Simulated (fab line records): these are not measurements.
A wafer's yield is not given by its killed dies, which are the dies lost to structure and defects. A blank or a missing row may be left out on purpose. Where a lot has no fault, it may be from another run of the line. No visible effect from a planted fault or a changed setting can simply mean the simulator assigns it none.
Which tool was responsible? | flow gf180mcu | 13 lots with 39 wafers sampled at 4 steps, on a route of 602 steps

WHAT THE GAUGES SHOWED, per wafer
GF_V2_BOW_MEAS_05.
lot  | measured     | on           | V2_BOW (um)
L697 | day 19 04:03 | filmMetro-04 | 98 97 82
L698 | day 19 08:54 | filmMetro-03 | 109 85 83
L701 | day 20 23:59 | filmMetro-04 | 81 95 97
L702 | day 21 07:08 | filmMetro-02 | 96 94 103
L704 | day 22 00:26 | filmMetro-04 | 104 98 97
L703 | day 22 02:52 | filmMetro-02 | 86 99 104
L706 | day 22 17:45 | filmMetro-03 | 84 100 109
L707 | day 23 06:08 | filmMetro-04 | 115 103 98
L709 | day 23 16:40 | filmMetro-02 | 110 101 102
L716 | day 25 20:02 | filmMetro-02 | 98 86 99
L718 | day 26 16:02 | filmMetro-03 | 108 109 114
L719 | day 26 21:58 | filmMetro-04 | 100 109 102
L720 | day 27 01:10 | filmMetro-04 | 99 103 98

GF_V2_CD_MEAS_14 targets a cd of 260 nm.
lot  | measured     | on       | cdNm (nm)
L697 | day 20 04:18 | cdSem-02 | 261.9 260.7 262.0
L698 | day 20 09:23 | cdSem-01 | 261.3 262.0 262.4
L701 | day 21 23:50 | cdSem-01 | 259.7 261.0 260.6
L702 | day 22 06:01 | cdSem-02 | 258.4 259.1 258.2
L704 | day 22 23:23 | cdSem-02 | 260.1 258.9 260.1
L703 | day 23 01:23 | cdSem-01 | 259.9 259.4 259.3
L706 | day 23 16:46 | cdSem-01 | 257.6 258.8 257.6
L707 | day 24 04:41 | cdSem-02 | 261.0 260.3 261.9
L709 | day 24 15:25 | cdSem-02 | 259.6 260.0 260.3
L716 | day 26 16:13 | cdSem-02 | 259.8 260.4 260.6
L718 | day 27 13:00 | cdSem-02 | 261.1 261.4 261.0
L719 | day 27 17:43 | cdSem-02 | 259.4 259.7 260.5
L720 | day 27 20:44 | cdSem-02 | 260.7 258.1 260.3

GF_V3_OVL_MEAS_15.
lot  | measured     | on         | V3_OVL (nm)
L697 | day 22 07:04 | overlay-02 | -5 0 -1
L698 | day 22 12:16 | overlay-02 | 4 -2 2
L701 | day 24 01:07 | overlay-01 | -2 -11 -1
L702 | day 24 06:10 | overlay-02 | 6 -6 2
L704 | day 24 22:40 | overlay-02 | 8 7 3
L703 | day 25 00:49 | overlay-02 | 0 0 3
L706 | day 25 14:40 | overlay-02 | -8 -9 -7
L707 | day 26 03:01 | overlay-01 | -4 -6 -5
L709 | day 26 12:56 | overlay-01 | -5 -5 -5
L716 | day 28 11:40 | overlay-02 | -1 1 -3
L718 | day 29 06:39 | overlay-02 | 4 1 -3
L719 | day 29 11:04 | overlay-02 | 3 5 4
L720 | day 29 14:55 | overlay-02 | 7 -2 -3

WHAT TOOL EACH LOT RAN ON (gives the tool, then ch and the chambers of the sampled wafers, and finally the start)
lot  | GF_M3_STRIP_17
L697 | plasmaAsher-04 ch 0,1, day 21 06:37
L698 | plasmaAsher-02 ch 0,1, day 21 11:18
L701 | plasmaAsher-04 ch 0,1, day 23 00:52
L702 | plasmaAsher-02 ch 0, day 23 06:52
L704 | plasmaAsher-01 ch 0,1, day 24 00:04
L703 | plasmaAsher-04 ch 0,1, day 24 01:52
L706 | plasmaAsher-01 ch 0,1, day 24 16:00
L707 | plasmaAsher-01 ch 0,1, day 25 04:55
L709 | plasmaAsher-01 ch 0,1, day 25 14:21
L716 | plasmaAsher-04 ch 0,1, day 27 14:52
L718 | plasmaAsher-01 ch 0,1, day 28 10:37
L719 | plasmaAsher-02 ch 0, day 28 15:07
L720 | plasmaAsher-01 ch 0,1, day 28 18:28
- GF_M3_STRIP_17: strips in O2/N2.

AS READ BY THE TOOLS THEMSELVES (means over the sampled wafers that have a number; for cases with no such wafer, the mark the record gives instead)
GF_M3_STRIP_17.
lot  | tool           | chamberPressureMTorr (mTorr) | drypumpMotorCurrentA (A) | heaterPowerW (W) | oesProductAu (a.u.) | stripTimeToEndpointS (s)
L697 | plasmaAsher-04 | 1500.3                       | 6.29                     | 370              | 0.535               | 7.40
L698 | plasmaAsher-02 | 1499.9                       | 6.45                     | 351              | 0.535               | 7.38
L701 | plasmaAsher-04 | 1500.6                       | 6.28                     | 370              | 0.533               | 7.40
L702 | plasmaAsher-02 | 1499.3                       | 6.07                     | 309              | 0.537               | 7.41
L704 | plasmaAsher-01 | 1498.8                       | 6.55                     | 358              | 0.540               | 7.42
L703 | plasmaAsher-04 | 1499.8                       | 6.29                     | 379              | 0.534               | 7.37
L706 | plasmaAsher-01 | -                            | -                        | -                | -                   | -
L707 | plasmaAsher-01 | -                            | -                        | -                | -                   | -
L709 | plasmaAsher-01 | 1499.2                       | 6.55                     | 362              | 0.537               | 7.40
L716 | plasmaAsher-04 | 1499.8                       | 6.30                     | 378              | 0.540               | 7.42
L718 | plasmaAsher-01 | 1499.8                       | 6.55                     | 367              | 0.543               | 7.48
L719 | plasmaAsher-02 | 1500.5                       | 6.07                     | 306              | 0.540               | 7.40
L720 | plasmaAsher-01 | 1499.8                       | 6.55                     | 364              | 0.539               | 7.43

THE ANSWER, worked out from the rows above alone
Rule: the usual values come from the lots themselves. The widest of any qualifying gaps counts: lots, ordered by their means at a reading, are off when they make up no more than a third of the lots, leave a main group of 4 or more, and stand apart from it by 3 or more times the standard deviation of that group's means. If all means in a main group match to the digits the tables above print for the reading, that group is not used. Also off: a lot with no number at a reading for which 4 or more lots have one. Where the step has rows for the other lots, those lots are counted as sound. Order of review: gauges by route order, followed by the tools' own readings, for which a lot's mean as printed above is used. The first step at which some lot is off is used, and at that step the reading that is off furthest; a lot without a number counts as furthest.
Off: L706, L707 (GF_M3_STRIP_17, chamberPressureMTorr). Without a number there: L706, L707. Main group: mean 1499.8 mTorr, sd 0.52.
If a tool, at that step or one of the process steps before it, ran each lot that is off and ran no sound lot following the first of them, it fits. Not one of the candidates tried fits.

WHAT WAS PUT IN BY THE SIMULATOR
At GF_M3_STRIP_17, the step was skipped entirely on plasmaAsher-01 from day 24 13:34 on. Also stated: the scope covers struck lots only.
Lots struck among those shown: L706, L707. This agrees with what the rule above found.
